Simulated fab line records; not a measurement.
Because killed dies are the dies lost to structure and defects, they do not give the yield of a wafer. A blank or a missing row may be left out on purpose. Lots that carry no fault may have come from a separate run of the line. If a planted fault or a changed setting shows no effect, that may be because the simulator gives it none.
fab line records	flow gf180mcu
record lots=14	wafers=42	last_day=34
route steps=602 shown HV_LDD@210 CONTACT@312 M2@365
lots untouched by any fault: they come from a run of this same line in which no faults occurred
start_h: hours from the record's first day to the start of the lot's first wafer shown	wait_h: hours from the lot's prior step to this one	" as in the row above	L1.1+2: several wafers, shown together as one row	- no value, or no start given	* or withheld: withheld	< > ~ a bound
route shown NAME@n: a module of which the file shows steps, and the number in the route of the first	usual: average and standard deviation across the fault-free wafers	same: alike in all rows	chamber/n: place in a boat	sites: each site's reading	_std_site: the values' standard deviation	_edge_site: the outer-site mean with the inner-site mean subtracted	radius_mm: for every site, how far away it sits from the centre of the wafer	mask NAME#n: copy n	behind: the most recent tool/chamber to have shaped the wafer	hold: why the lot went on hold/how many hours it stayed there/how the hold came to an end	device: the transistor (n, p or np) that didn't switch	end of line: tests of these same wafers at the route's end	for a step that has no rows: nothing shown but its recipe	killed: dies that structure and defects cost at the first sort, which is not the same as the wafer's yield	map: the dies of a wafer, with x for killed, . for not killed, _ for no die there
set.NAME: the run value of the setting; set.NAME@STEP: its run value at that earlier step	model.NAME: the simulator's own value behind a step, which no gauge read
steps of the route over a sample of lots; a table a step, a row a wafer
services: the hour from which a tool's chamber was out of use, counted from the record's first day as start_h (under 0 if before that day), plus the number of hours and why
## steps
# step GF_HV_LDD_IMPLANT_34
# recipe species=P	energy_kev=60	dose_cm2=7.5e+12	tilt_deg=30	rotation_deg=90
# usual beam_energy_keV=59.998/0.019
lot.wafer	tool	chamber	start_h	wait_h	beam_energy_keV
L975.1	implanter-03	0	248.44	0.1	60.004
L975.2	"	0	"	"	60.031
L975.6	"	0	"	"	60.023
L976.3	implanter-02	0	258.19	0.1	60.009
L976.5	"	0	"	"	59.987
L976.6	"	0	"	"	60.001
L978.3	implanter-03	0	275.22	0.1	59.991
L978.4	"	0	"	"	60.017
L978.5	"	0	"	"	60.014
L979.1	implanter-04	0	283.34	0.1	59.990
L979.3	"	0	"	"	59.973
L979.6	"	0	"	"	59.995
L980.1	implanter-02	0	292.29	0.1	59.999
L980.3	"	0	"	"	60.016
L980.4	"	0	"	"	59.992
L981.1	implanter-02	0	299.69	0.1	59.985
L981.2	"	0	"	"	59.956
L981.3	"	0	"	"	59.986
L982.1	implanter-02	0	310.02	0.1	64.361
L982.4	"	0	"	"	64.338
L982.6	"	0	"	"	64.316
L983.2	implanter-02	0	323.00	0.1	64.337
L983.5	"	0	"	"	64.358
L983.6	"	0	"	"	64.347
L985.1	implanter-02	0	339.02	0.1	64.350
L985.5	"	0	"	"	64.346
L985.6	"	0	"	"	64.326
L990.2	implanter-04	0	381.87	0.1	60.004
L990.3	"	0	"	"	60.003
L990.5	"	0	"	"	59.994
L995.1	implanter-02	0	416.86	0.1	60.000
L995.4	"	0	"	"	59.987
L995.5	"	0	"	"	60.028
L996.1	implanter-03	0	417.54	0.1	60.015
L996.4	"	0	"	"	60.006
L996.6	"	0	"	"	60.012
L997.2	implanter-02	0	424.86	0.1	60.024
L997.4	"	0	"	"	60.002
L997.5	"	0	"	"	59.991
L998.2	implanter-02	0	434.56	0.1	59.999
L998.4	"	0	"	"	59.976
L998.5	"	0	"	"	59.960
# step GF_HV_LDD_RS_MEAS_53
# recipe thk_meas_gauge=four-point-probe
# usual HV_LDD_RS=418.7/0.93
lot.wafer	tool	chamber	start_h	wait_h	HV_LDD_RS[ohm/sq]
L975.1	film_metro-04	-	267.95	0.1	418.5
L975.2	"	-	"	"	419.4
L975.6	"	-	"	"	420.4
L976.3	film_metro-04	-	277.91	0.1	419.9
L976.5	"	-	"	"	421.3
L976.6	"	-	"	"	419.0
L978.3	film_metro-01	-	295.38	0.1	418.2
L978.4	"	-	"	"	417.6
L978.5	"	-	"	"	418.7
L979.1	film_metro-01	-	303.15	0.1	418.8
L979.3	"	-	"	"	419.2
L979.6	"	-	"	"	418.6
L980.1	film_metro-04	-	313.28	0.1	419.4
L980.3	"	-	"	"	418.0
L980.4	"	-	"	"	417.2
L981.1	film_metro-04	-	321.62	0.1	419.2
L981.2	"	-	"	"	418.6
L981.3	"	-	"	"	417.7
L982.1	film_metro-01	-	331.75	0.1	415.2
L982.4	"	-	"	"	416.6
L982.6	"	-	"	"	416.4
L983.2	film_metro-01	-	344.49	0.1	415.7
L983.5	"	-	"	"	416.6
L983.6	"	-	"	"	416.5
L985.1	film_metro-01	-	361.95	0.1	415.9
L985.5	"	-	"	"	416.0
L985.6	"	-	"	"	415.4
L990.2	film_metro-03	-	405.02	0.1	417.7
L990.3	"	-	"	"	417.9
L990.5	"	-	"	"	417.1
L995.1	film_metro-01	-	441.65	0.1	418.6
L995.4	"	-	"	"	418.1
L995.5	"	-	"	"	418.1
L996.1	film_metro-01	-	443.20	0.1	418.7
L996.4	"	-	"	"	418.1
L996.6	"	-	"	"	418.2
L997.2	film_metro-03	-	449.49	0.1	418.8
L997.4	"	-	"	"	418.3
L997.5	"	-	"	"	418.4
L998.2	film_metro-01	-	459.59	0.1	417.8
L998.4	"	-	"	"	417.9
L998.5	"	-	"	"	419.2
# step GF_CONTACT_RS_MEAS_25
# recipe thk_meas_gauge=four-point-probe	reads=W_of_CONTACT_CVD_24+TiN_of_CONTACT_SPUTTER_23+Ti_of_CONTACT_SPUTTER_22
# usual CONTACT_W_RS=0.388/0.0043
lot.wafer	tool	chamber	start_h	wait_h	CONTACT_W_RS[ohm/sq]
L975.1	film_metro-03	-	359.76	0.1	0.380
L975.2	"	-	"	"	0.389
L975.6	"	-	"	"	0.378
L976.3	film_metro-04	-	367.89	0.1	0.389
L976.5	"	-	"	"	0.387
L976.6	"	-	"	"	0.386
L978.3	film_metro-03	-	386.90	0.1	0.381
L978.4	"	-	"	"	0.387
L978.5	"	-	"	"	0.381
L979.1	film_metro-04	-	395.12	0.2	0.390
L979.3	"	-	"	"	0.383
L979.6	"	-	"	"	0.381
L980.1	film_metro-03	-	407.68	0.1	0.382
L980.3	"	-	"	"	0.382
L980.4	"	-	"	"	0.386
L981.1	film_metro-03	-	415.50	0.1	0.385
L981.2	"	-	"	"	0.391
L981.3	"	-	"	"	0.393
L982.1	film_metro-04	-	427.65	0.1	0.392
L982.4	"	-	"	"	0.387
L982.6	"	-	"	"	0.394
L983.2	film_metro-04	-	443.47	0.1	0.381
L983.5	"	-	"	"	0.388
L983.6	"	-	"	"	0.383
L985.1	film_metro-01	-	462.83	0.1	0.389
L985.5	"	-	"	"	0.386
L985.6	"	-	"	"	0.389
L990.2	film_metro-01	-	506.73	0.1	0.388
L990.3	"	-	"	"	0.390
L990.5	"	-	"	"	0.389
L995.1	film_metro-01	-	542.46	0.1	0.392
L995.4	"	-	"	"	0.393
L995.5	"	-	"	"	0.392
L996.1	film_metro-04	-	543.66	0.1	0.391
L996.4	"	-	"	"	0.389
L996.6	"	-	"	"	0.385
L997.2	film_metro-03	-	549.19	0.1	0.387
L997.4	"	-	"	"	0.391
L997.5	"	-	"	"	0.389
L998.2	film_metro-03	-	557.88	0.1	0.388
L998.4	"	-	"	"	0.387
L998.5	"	-	"	"	0.387
# step GF_M2_SPUTTER_03
# recipe material=Ti	target_thk_nm=10	substrate_temp_c=300	chamber_pressure_pa=0.3	power_w=3000	time_s=6.7
# usual throttle_valve_pct=30.3/1.1
lot.wafer	tool	chamber	start_h	wait_h	throttle_valve_pct
L975.1	pvd_sputter-01	-	409.19	0.0	31.4
L975.2	"	-	"	"	29.0
L975.6	"	-	"	"	29.0
L976.3	pvd_sputter-01	-	417.45	0.0	29.6
L976.5	"	-	"	"	31.6
L976.6	"	-	"	"	29.5
L978.3	pvd_sputter-02	-	437.47	0.0	31.1
L978.4	"	-	"	"	30.8
L978.5	"	-	"	"	29.6
L979.1	pvd_sputter-02	-	446.08	0.0	31.7
L979.3	"	-	"	"	29.3
L979.6	"	-	"	"	31.2
L980.1	pvd_sputter-02	-	459.65	0.0	31.8
L980.3	"	-	"	"	31.4
L980.4	"	-	"	"	29.5
L981.1	pvd_sputter-04	-	467.82	0.0	30.2
L981.2	"	-	"	"	30.6
L981.3	"	-	"	"	28.6
L982.1	pvd_sputter-02	-	480.06	0.0	31.1
L982.4	"	-	"	"	31.5
L982.6	"	-	"	"	29.1
L983.2	pvd_sputter-04	-	496.71	0.0	30.1
L983.5	"	-	"	"	30.8
L983.6	"	-	"	"	28.6
L985.1	pvd_sputter-04	-	514.46	0.0	28.6
L985.5	"	-	"	"	30.9
L985.6	"	-	"	"	29.3
L990.2	pvd_sputter-04	-	555.78	0.0	30.1
L990.3	"	-	"	"	30.9
L990.5	"	-	"	"	28.5
L995.1	pvd_sputter-04	-	590.26	0.0	29.5
L995.4	"	-	"	"	28.7
L995.5	"	-	"	"	29.5
L996.1	pvd_sputter-02	-	591.24	0.0	30.8
L996.4	"	-	"	"	31.2
L996.6	"	-	"	"	31.1
L997.2	pvd_sputter-04	-	596.78	0.0	28.5
L997.4	"	-	"	"	28.3
L997.5	"	-	"	"	30.9
L998.2	pvd_sputter-04	-	605.23	0.0	28.5
L998.4	"	-	"	"	31.1
L998.5	"	-	"	"	28.7
# step GF_M2_CD_MEAS_14
# recipe target_cd_nm=280
# usual cd_nm=279.8/1
lot.wafer	tool	chamber	start_h	wait_h	cd_nm
L975.1	cd_sem-02	-	433.28	0.1	279.4
L975.2	"	-	"	"	279.7
L975.6	"	-	"	"	278.6
L976.3	cd_sem-02	-	441.92	0.1	279.7
L976.5	"	-	"	"	280.2
L976.6	"	-	"	"	281.5
L978.3	cd_sem-02	-	461.72	0.1	281.4
L978.4	"	-	"	"	280.9
L978.5	"	-	"	"	281.1
L979.1	cd_sem-01	-	470.68	0.1	279.2
L979.3	"	-	"	"	279.5
L979.6	"	-	"	"	278.0
L980.1	cd_sem-01	-	483.28	0.1	277.9
L980.3	"	-	"	"	278.3
L980.4	"	-	"	"	280.1
L981.1	cd_sem-02	-	492.03	0.1	279.6
L981.2	"	-	"	"	280.4
L981.3	"	-	"	"	279.6
L982.1	cd_sem-02	-	503.98	0.1	282.1
L982.4	"	-	"	"	281.0
L982.6	"	-	"	"	281.5
L983.2	cd_sem-01	-	519.48	0.1	280.0
L983.5	"	-	"	"	279.5
L983.6	"	-	"	"	281.0
L985.1	cd_sem-02	-	537.63	0.1	279.1
L985.5	"	-	"	"	278.6
L985.6	"	-	"	"	278.5
L990.2	cd_sem-02	-	577.35	0.1	280.1
L990.3	"	-	"	"	278.7
L990.5	"	-	"	"	280.1
L995.1	cd_sem-01	-	610.53	0.1	278.4
L995.4	"	-	"	"	279.2
L995.5	"	-	"	"	279.1
L996.1	cd_sem-02	-	611.68	0.1	279.9
L996.4	"	-	"	"	280.7
L996.6	"	-	"	"	280.5
L997.2	cd_sem-02	-	617.40	0.1	280.3
L997.4	"	-	"	"	279.6
L997.5	"	-	"	"	280.2
L998.2	cd_sem-02	-	626.10	0.1	281.2
L998.4	"	-	"	"	280.4
L998.5	"	-	"	"	281.2
## services
tool	chamber	start_h	hours	kind
pvd_sputter-01	-	229.69	2.7	repair
pvd_sputter-02	-	233.61	4.4	repair
pvd_sputter-04	-	257.09	4.6	repair
pvd_sputter-04	-	268.99	6.3	repair
pvd_sputter-04	-	275.21	3.2	repair
implanter-03	-	286.12	4.0	pm
implanter-04	-	291.86	8.2	repair
pvd_sputter-04	-	306.86	1.8	repair
pvd_sputter-01	-	343.42	2.0	repair
implanter-03	-	343.56	2.2	repair
pvd_sputter-02	-	380.80	0.8	repair
pvd_sputter-01	-	419.03	4.1	repair
pvd_sputter-04	-	423.14	9.5	repair
pvd_sputter-02	-	428.46	3.7	repair
pvd_sputter-04	-	432.60	17.3	repair
implanter-02	-	465.27	3.5	pm
pvd_sputter-02	-	480.82	3.8	repair
implanter-04	-	521.74	4.2	pm
pvd_sputter-02	-	527.22	1.4	repair
pvd_sputter-01	-	532.44	1.1	repair
implanter-03	-	537.84	10.1	pm
implanter-03	-	550.01	4.5	repair
implanter-02	-	560.97	1.0	repair
implanter-03	-	602.46	2.3	repair
## key
first_sign step=GF_HV_LDD_IMPLANT_34	reading=beam_energy_keV	direction=up	sigmas=99+	usual=59.998	struck=64.342
effect step=GF_HV_LDD_RS_MEAS_53	reading=HV_LDD_RS	direction=down	sigmas=2.9	usual=418.7	struck=416.0
met_at GF_HV_LDD_IMPLANT_34
struck_lots L982,L983,L985
tester_left_out L982,L983,L985
not_acting_at GF_CONTACT_RS_MEAS_25,GF_M2_SPUTTER_03,GF_M2_CD_MEAS_14
onset_between 299.69 310.02
fault kind=process_parameter_drift	tool=implanter-02	chamber=-	onset_h=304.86	steps=GF_HV_LDD_IMPLANT_34	channel=energy_kev	offset=4.3364	shape=step	end_h=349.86	acts_in=these_recipes_only	stated=60
# tester_left_out: of these lots the tester's yield and bins aren't shown, on N5 and GAA mostly nor the transistor test; their killed dies are dies lost to structure and defects alone, not to doping, threshold or leakage, so they don't give the yield
